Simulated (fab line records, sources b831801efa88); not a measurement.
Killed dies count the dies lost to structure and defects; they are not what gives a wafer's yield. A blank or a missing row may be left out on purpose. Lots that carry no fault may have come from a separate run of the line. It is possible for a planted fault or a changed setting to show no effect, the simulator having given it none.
8D (eight disciplines) problem report, filled in by code || flow sfqLine || the parts of the form that need people (team, actions taken, sign-off) are left out

1. PROBLEM STATEMENT
Wafers without a fault read 0.842 a.u., standard deviation 0.0092; oesProductAu at SFQ_TRILAYER_L0_VIA_ETCH_VIA_ETCH_016 reads a mean of 0.693 a.u. on 4 wafers belonging to 3 lots. That puts it -16 standard deviations away from the usual mean.
The step: etches SiO2 in CHF3, stops on MoNx KI, target depth 80 nm.
Earliest sighting: wafer L169.1 on rieDiel-03 at day 13 20:31. The record has a number at this step for 45 wafers belonging to 15 lots. Rule for "out", or "out of limits": more than 4 standard deviations from the usual mean. The other wafers with a number count as sound.

2. WHAT IT IS, WHAT IT ISN'T
{"question": "which readings at this step", "is": "oesProductAu", "is not": "chamberPressureMTorr, drypumpMotorCurrentA"}
{"question": "which lots", "is": "L169, L170, L171", "is not": "L150, L153, L154, L155, L159, L160, L161, L162, L163, L164, L172, L173"}
{"question": "which wafers of those lots", "is": "L169.1, L169.6, L170.6, L171.6", "is not": "L169.2, L170.3, L170.4, L171.3, L171.5"}
{"question": "read on which tools", "is": "rieDiel-01, rieDiel-02, rieDiel-03", "is not": "-"}
{"question": "when", "is": "from day 13 20:31", "is not": "up to then (31 sound wafers); but 10 sound wafers of L170, L171, L172, L173 came after"}

3. THE SUSPECTS, EACH WITH WHAT RULES IT OUT
Counting: any tool at a process step up to the reading remains a suspect provided it ran every lot that is out. Sound lots after the first of them don't rule it out here, since some wafers of a struck lot are sound.
- pecvd-01 at SFQ_TRILAYER_L0_CAP_PECVD_011 (deposits SiO2 from SiH4/N2O, time 13.333 s, target thk 60 nm): kept. Every lot that is out went through it, the first being L169 (day 9 09:51); the last sound lot it ran before that was L164 (day 8 02:33).
Remaining after the count: pecvd-01 at SFQ_TRILAYER_L0_CAP_PECVD_011.

4. THE CAUSE (what the simulator had put in)
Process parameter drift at SFQ_TRILAYER_L0_CAP_PECVD_011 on pecvd-01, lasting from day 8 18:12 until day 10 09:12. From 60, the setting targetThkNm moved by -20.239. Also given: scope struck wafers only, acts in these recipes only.
After counting, this tool was the only one left.

5. THE CHAIN OF EFFECTS, in route order
One row per reading whose mean, taken over the struck wafers that have a number, lies over 3 standard deviations from the usual. Readings are gone through only where the record gives a usual standard deviation; hours: the median, over the lots, of the time from a lot's start at the first step in this table giving one to that lot's start at this step; sigmas: the change measured in usual standard deviations.
{"hours": 0, "step": "SFQ_TRILAYER_L0_VIA_ETCH_VIA_ETCH_016", "reading": "oesProductAu", "usual": "0.842 a.u.", "on struck wafers": 0.693, "change": -0.149, "sigmas": -16}
Its process steps:
- SFQ_TRILAYER_L0_VIA_ETCH_VIA_ETCH_016: etches SiO2 in CHF3, stops on MoNx KI, target depth 80 nm.

6. HOW IT WOULD HAVE BEEN CAUGHT EARLIER
122 hours passed between the start of the fault at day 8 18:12 and the first reading out of limits in this record, taken at day 13 20:31.
Of the tool readings at SFQ_TRILAYER_L0_CAP_PECVD_011 for which the record gives a usual standard deviation, none was out on any struck wafer, so an alarm limit of 4 standard deviations on them would not have fired.
By day 13 20:31 the whole set of lots that are out, 3 in number, had already begun SFQ_TRILAYER_L0_CAP_PECVD_011 on pecvd-01. Holding the tool at that point would not have protected any of them.
